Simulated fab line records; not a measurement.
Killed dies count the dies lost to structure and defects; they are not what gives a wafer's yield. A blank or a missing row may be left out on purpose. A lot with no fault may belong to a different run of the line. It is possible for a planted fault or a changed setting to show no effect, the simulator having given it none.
Chamber matching -- flow gf180mcu -- GF_V3_ETCH_16 on rieDiel-01: 4 sister chambers
The step etches BARC in N2/H2. 4 wafers are shown with their chamber, then 11 later ones without.

WAFERS PAIRED WITH THEIR CHAMBERS
wafer,chamber,drypumpMotorCurrentA (A)
L083.1,0,6.0
L084.1,3,5.8
L084.6,2,6.0
L087.1,1,6.0

WAFERS MISSING THEIR CHAMBER
wafer,drypumpMotorCurrentA (A)
L087.4,6.0
L087.6,6.1
L090.1,5.9
L090.4,6.1
L090.5,6.0
L091.2,6.0
L091.3,5.9
L091.6,5.9
L097.1,6.0
L097.2,6.1
L097.6,5.8

CHAMBER TAKEN BY EACH
wafer,from the rows above,in truth
L087.4,can't be placed: 0 or 1 or 2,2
L087.6,can't be placed: 0 or 1 or 2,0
L090.1,can't be placed: 0 or 1 or 2 or 3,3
L090.4,can't be placed: 0 or 1 or 2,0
L090.5,can't be placed: 0 or 1 or 2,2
L091.2,can't be placed: 0 or 1 or 2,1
L091.3,can't be placed: 0 or 1 or 2 or 3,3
L091.6,can't be placed: 0 or 1 or 2 or 3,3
L097.1,can't be placed: 0 or 1 or 2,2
L097.2,can't be placed: 0 or 1 or 2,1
L097.6,3,3
1 of 11 placed correctly. These rows do not allow placing 10 (true chamber among the candidates in 10). Wrongly placed: 0.
How it was worked out, from the rows above alone: a wafer's distance from a chamber is the root of the sum, over the readings, of the square of ((its reading less the chamber's mean) divided by the reading's scatter). The wafer belongs to the nearest chamber; if the next one is less than 2 further off, it can't be placed. For every chamber, the mean is computed from those of its wafers that are shown. The scatter: root of mean squared gap, hidden wafer to nearest shown wafer, with one shown wafer a chamber.
